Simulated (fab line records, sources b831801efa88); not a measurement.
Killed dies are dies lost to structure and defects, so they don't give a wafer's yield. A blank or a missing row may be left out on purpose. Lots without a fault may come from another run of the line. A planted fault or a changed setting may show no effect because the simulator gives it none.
Which tool did it? | flow gf180mcu | 11 lots, 33 wafers sampled, at 3 steps of a route of 602

WHAT THE GAUGES READ, wafer by wafer
GF_HV_LDD_CD_MEAS_46: target cd 400 nm.
lot  | measured     | on        | cd_nm (nm)
L368 | day 12 12:55 | cd_sem-02 | 400.4 401.6 399.5
L370 | day 13 09:02 | cd_sem-02 | 398.2 400.4 398.2
L371 | day 14 03:58 | cd_sem-01 | 402.0 401.4 400.2
L372 | day 14 14:08 | cd_sem-02 | 398.9 398.6 396.7
L375 | day 15 13:01 | cd_sem-02 | 397.4 398.4 397.3
L376 | day 15 17:19 | cd_sem-01 | 402.8 404.9 400.7
L381 | day 17 04:26 | cd_sem-02 | 616.6 614.7 618.0
L385 | day 18 10:41 | cd_sem-01 | 403.5 401.8 403.7
L387 | day 19 04:47 | cd_sem-01 | 397.1 395.7 393.0
L389 | day 19 18:42 | cd_sem-02 | 400.3 398.7 399.9
L390 | day 20 14:58 | cd_sem-01 | 403.6 401.6 400.7

WHICH TOOL RAN EACH LOT (tool, then ch and the chambers of the sampled wafers, then the start)
lot  | GF_DUAL_GATE_STRIP_13                | GF_HV_LDD_COAT_41
L368 | plasma_asher-04 ch 0,1, day 8 13:53  | litho_track-01 ch 0, day 12 03:26
L370 | plasma_asher-02 ch 0,1, day 9 05:31  | litho_track-03 ch 0, day 12 22:35
L371 | plasma_asher-01 ch 0,1, day 9 19:17  | litho_track-03 ch 0, day 13 17:23
L372 | plasma_asher-01 ch 0,1, day 10 02:42 | litho_track-03 ch 0, day 14 03:35
L375 | plasma_asher-02 ch 0,1, day 10 20:14 | litho_track-04 ch 0, day 15 02:04
L376 | plasma_asher-01 ch 0,1, day 11 04:32 | litho_track-04 ch 0, day 15 06:34
L381 | plasma_asher-04 ch 0,1, day 12 11:21 | litho_track-04 ch 0, day 16 17:01
L385 | plasma_asher-01 ch 0,1, day 13 15:58 | litho_track-03 ch 0, day 17 22:41
L387 | plasma_asher-04 ch 0,1, day 14 05:48 | litho_track-01 ch 0, day 18 16:08
L389 | plasma_asher-04 ch 0,1, day 14 16:43 | litho_track-03 ch 0, day 19 06:39
L390 | plasma_asher-01 ch 0,1, day 15 12:28 | litho_track-01 ch 0, day 20 02:05
- GF_DUAL_GATE_STRIP_13: strips in O2/N2.
- GF_HV_LDD_COAT_41: resist thk 1000 nm.

THE ANSWER, worked out from the rows above alone
Rule: what is usual is taken from the lots themselves. Put in order of their means at a reading, lots are off if they are a third of the lots or fewer, leave a main group of 4 or more, and stand apart from it by a gap of 3 or more times the standard deviation of the main group's means; of several such gaps the widest counts. A main group whose means are all the same, to the digits that the tables above print for the reading, isn't used. A lot without any number at a reading at which 4 lots or more have one is off too. The other lots that the step has rows for count as sound.
Off: L381, at GF_HV_LDD_CD_MEAS_46 (cd_nm). The main group: mean 399.9 nm, standard deviation 2.3.
A tool fits if, at a process step before that reading, it ran every lot that is off, and no sound lot after the first of them. The gauges at GF_HV_LDD_CD_MEAS_46 are tried like those tools. One fits: litho_track-04 at GF_HV_LDD_COAT_41. Its last sound lot is L376 (day 15 06:34), its first lot that is off L381 (day 16 17:01): a fault that began between those two fits.

WHAT THE SIMULATOR HAD PUT IN
Process parameter drift: litho_track-04, from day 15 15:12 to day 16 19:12, at GF_HV_LDD_COAT_41. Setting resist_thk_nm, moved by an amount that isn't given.
Lots struck among those shown: L381. The rule above found the same.
